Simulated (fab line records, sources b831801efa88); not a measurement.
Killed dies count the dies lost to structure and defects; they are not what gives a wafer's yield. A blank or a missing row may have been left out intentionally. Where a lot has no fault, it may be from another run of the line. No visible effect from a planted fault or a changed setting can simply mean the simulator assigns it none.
Matching of chambers | flow sky130 | 4 sister chambers for SKY_VIA2_CMP_24 on cmp-01
The step polishes, stops on SiO2, t overpolish 20 s, target thk 0 nm. 16 wafers are shown with their chamber, then 8 later ones without.

WAFERS WITH THEIR CHAMBER
wafer  | chamber | motorCurrentA (A) | timeToEndpointS (s) | overpolishRunS (s)
L074.2 | 0       | 12.3              | 99                  | 20.006
L074.5 | 1       | 12.5              | 108                 | 19.987
L074.6 | 0       | 12.1              | 98                  | 20.006
L075.2 | 3       | 12.3              | 94                  | 20.005
L075.3 | 0       | 13.0              | 92                  | 19.993
L075.4 | 1       | 12.5              | 103                 | 19.998
L076.2 | 2       | 11.0              | 100                 | 19.998
L076.4 | 3       | 12.3              | 97                  | 19.998
L076.6 | 0       | 12.3              | 94                  | 19.997
L078.1 | 2       | 10.6              | 100                 | 19.997
L078.3 | 3       | 12.2              | 101                 | 19.995
L078.4 | 0       | 12.7              | 97                  | 20.007
L081.1 | 2       | 10.8              | 103                 | 20.000
L081.3 | 1       | 12.8              | 109                 | 20.002
L081.4 | 0       | 12.5              | 99                  | 20.006
L086.4 | 2       | 10.5              | 109                 | 19.993

SIGNATURES (averages over the wafers above)
reading         | chamber 0 | chamber 1 | chamber 2 | chamber 3 | scatter within a chamber
motorCurrentA   | 12.483    | 12.600    | 10.725    | 12.267    | 0.249
timeToEndpointS | 96.50     | 106.67    | 103.00    | 97.33     | 3.43
overpolishRunS  | 20.00250  | 19.99567  | 19.99700  | 19.99933  | 0.0056
Rule: a wafer's distance from a chamber is the root of the sum, over the readings, of the square of ((its reading less the chamber's mean) divided by the reading's scatter). If the next closest chamber is less than 2 further off than the closest, the wafer can't be placed; otherwise it belongs to the closest. The scatter: take each reading less its chamber's mean, square it, sum over the shown wafers, divide by the number of wafers less the number of chambers, and take the root.

WAFERS WHOSE CHAMBER IS MISSING
wafer  | motorCurrentA (A) | timeToEndpointS (s) | overpolishRunS (s)
L086.5 | 10.4              | 113                 | 20.001
L086.6 | 11.8              | 105                 | 19.996
L088.3 | 12.7              | 99                  | 19.992
L088.5 | 13.1              | 100                 | 19.996
L088.6 | 12.3              | 109                 | 19.999
L094.1 | 10.5              | 102                 | 20.003
L094.2 | 11.9              | 108                 | 20.005
L094.4 | 12.5              | 101                 | 19.994

EACH ONE'S CHAMBER
wafer  | from the rows above               | in truth
L086.5 | 2                                 | 2
L086.6 | can't be placed: 3 or 1 or 0 or 2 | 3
L088.3 | can't be placed: 0 or 3 or 1      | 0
L088.5 | can't be placed: 1 or 0 or 3      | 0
L088.6 | can't be placed: 1 or 3           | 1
L094.1 | 2                                 | 2
L094.2 | can't be placed: 1 or 3 or 0 or 2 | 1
L094.4 | can't be placed: 3 or 1 or 0      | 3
Correct placement for 2 of the 8. Cannot be placed on the basis of these rows: 6; the candidates contain the true chamber in 6. 0 placed wrongly.
